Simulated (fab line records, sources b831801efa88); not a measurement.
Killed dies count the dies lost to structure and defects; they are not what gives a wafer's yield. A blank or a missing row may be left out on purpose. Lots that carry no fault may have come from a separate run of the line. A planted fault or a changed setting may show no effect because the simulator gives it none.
A single fault, viewed from 2 desks | flow gf180mcu | each desk holds nothing but its own numbers, with what lay behind them at the end

== THE METROLOGY DESK ==
What the gauges read, lot by lot, whatever tool the lot ran on: means of the sampled wafers that have a number. The brackets show how far a lot's mean lies from the usual mean; more than 4 standard deviations puts the lot out of limits, marked OUT.
Columns: A = V1_W_RS at GF_V1_RS_MEAS_24, usual 0.328 ohm/sq; B = V1_W_THK at GF_V1_THK_MEAS_25, usual 364 nm
lot  | first seen here | A               | B
L275 | day 19 10:50    | 0.328           | 362
L277 | day 20 03:40    | 0.327           | 363
L278 | day 20 10:10    | 0.327           | 366
L282 | day 22 00:52    | 0.326           | 362
L283 | day 22 12:56    | 0.322           | 373
L285 | day 23 01:58    | 0.242 (-25) OUT | 497 (+26) OUT
L286 | day 23 07:07    | 0.243 (-25) OUT | 495 (+26) OUT
L289 | day 24 12:38    | 0.241 (-25) OUT | 507 (+28) OUT
L291 | day 25 01:49    | 0.335           | 354
L294 | day 25 17:46    | 0.330           | 359
L295 | day 26 08:25    | 0.331           | 360
This desk's finding: out of limits on L285, L286, L289; first on L285, day 23 01:58 (V1_W_RS at GF_V1_RS_MEAS_24). L275, L277, L278, L282, L283, L291, L294, L295: within limits.

== AT THE TOOL OWNER'S DESK: cvd_w-01 ==
The tool's own readings at GF_V1_CVD_23 (deposits W, target thk 350 nm, time 105.05 s): means of the sampled wafers that have a number, for each lot that ran on this tool. The brackets show how far a lot's mean lies from the usual mean; more than 4 standard deviations puts the lot out of limits, marked OUT.
Columns: A = heater_power_w at GF_V1_CVD_23, usual 811 W; B = susceptor_temp_C at GF_V1_CVD_23, usual 400.00 C
lot  | first seen here | A   | B
L277 | day 20 03:33    | 849 | 399.91
L282 | day 22 00:45    | 823 | 400.07
L283 | day 22 12:49    | 832 | 399.92
L285 | day 23 01:51    | 869 | 400.05
L286 | day 23 07:00    | 848 | 399.95
L289 | day 24 12:31    | 850 | 399.79
This desk's finding: nothing out of limits on any of the 6 lots.

== PUT TOGETHER ==
On L285, L286, L289, the metrology desk was in a position to raise an alarm at day 23 01:58.
The tool owner's desk saw nothing out of limits.
The tool owner's desk has L285, L286, L289 on record, within its limits.
On cvd_w-01, each named lot ran GF_V1_CVD_23.

== WHAT WAS PUT IN BY THE SIMULATOR ==
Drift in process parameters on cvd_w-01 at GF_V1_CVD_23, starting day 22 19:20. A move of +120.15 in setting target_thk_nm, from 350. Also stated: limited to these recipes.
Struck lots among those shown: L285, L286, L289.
Delay in hours, fault start to first out-of-limits reading, per desk: metrology desk 7.
